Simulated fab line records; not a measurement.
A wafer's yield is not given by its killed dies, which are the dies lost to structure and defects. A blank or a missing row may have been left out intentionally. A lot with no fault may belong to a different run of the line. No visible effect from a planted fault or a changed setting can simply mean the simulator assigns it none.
8D (eight disciplines) problem report, filled in by code | flow gf180mcu | the parts of the form that need people (team, actions taken, sign-off) are left out

1. WHAT IS WRONG
SALICIDE_TIN_RS at GF_SALICIDE_RS_MEAS_04 reads a mean of 20.6 ohm/sq on 6 wafers of 2 lots; wafers without a fault read 16.3 ohm/sq with a standard deviation of 0.42. That puts it +10 standard deviations away from the usual mean.
The step: measures by four-point-probe.
First seen on wafer L733.4, day 20 18:27, on film metro-01. The record holds 42 wafers of 14 lots with a number at this step. By rule, "out" or "out of limits" means more than 4 standard deviations away from the usual mean. Any other wafer with a number is counted as sound.

2. WHAT IT IS, WHAT IT ISN'T
question                    | is                     | is not
which readings at this step | SALICIDE_TIN_RS        | -
which lots                  | L733, L741             | L722, L723, L724, L725, L726, L727, L729, L730, L731, L732, L734, L736
which wafers of those lots  | all that have a number | -
read on which gauges        | film metro-01          | film metro-02, film metro-03
when                        | from day 20 18:27      | up to then (30 sound wafers); but 6 sound wafers of L734, L736 came after

3. THE SUSPECTS, EACH WITH WHAT RULES IT OUT
Counting: a tool at any process step up to the reading remains a suspect when it ran all the lots that are out and ran no sound lot after the first of those.
- the gauge at GF_SALICIDE_RS_MEAS_04: kept. All the wafers that are out were read on film metro-01, and no step on other tools shows them out.
- pvd sputter-04 at GF_SALICIDE_SPUTTER_02 (material Co, target thk 10 nm, time 20 s): kept. It ran every lot that is out, first L733 (day 20 18:20), and no sound lot after that; its last sound lot up to then is L732 (day 20 12:43).
- pvd sputter-04 at GF_SALICIDE_SPUTTER_03 (material TiN, target thk 20 nm, time 16.7 s): kept. It ran every lot that is out, first L733 (day 20 18:22), and no sound lot after that; its last sound lot up to then is L732 (day 20 12:44).
Left after counting: pvd sputter-04 at GF_SALICIDE_SPUTTER_02, pvd sputter-04 at GF_SALICIDE_SPUTTER_03, film metro-01 at GF_SALICIDE_RS_MEAS_04.

4. THE CAUSE (what the simulator had put in)
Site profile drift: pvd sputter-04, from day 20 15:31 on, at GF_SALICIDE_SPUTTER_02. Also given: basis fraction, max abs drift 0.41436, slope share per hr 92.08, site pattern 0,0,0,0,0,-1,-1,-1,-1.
This tool is one of the 3 suspects left after counting.

5. SEQUENCE OF EFFECTS, ordered by route
One row per reading whose mean, taken over the struck wafers that have a number, lies over 3 standard deviations from the usual. Only readings whose record carries a usual standard deviation are examined. hours: median over the lots of the time between each lot's start at the first step of this table that gives one and its start at this step. sigmas: the change, counted in usual standard deviations.
hours | step                   | reading         | usual       | on struck wafers | change | sigmas
0     | GF_SALICIDE_RS_MEAS_04 | SALICIDE_TIN_RS | 16.3 ohm/sq | 20.6             | +4.3   | +10
Later measuring or inspecting steps at which every struck wafer that the step has a row for has a number for every such reading, and none has moved that far: GF_CONTACT_BOW_MEAS_05.

6. HOW IT WOULD HAVE BEEN CAUGHT EARLIER
The first out-of-limits reading at a measuring or inspecting step in this record came at day 20 18:27, 3 hours after the fault's start at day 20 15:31.
An alarm limit of 4 standard deviations would not have fired on the tool readings at GF_SALICIDE_SPUTTER_02 for which the record gives a usual standard deviation, since none of them was out on any struck wafer.
Of the lots that are out (2), L741 began GF_SALICIDE_SPUTTER_02 on pvd sputter-04 after day 20 18:27. Holding the tool at that time would have saved it.
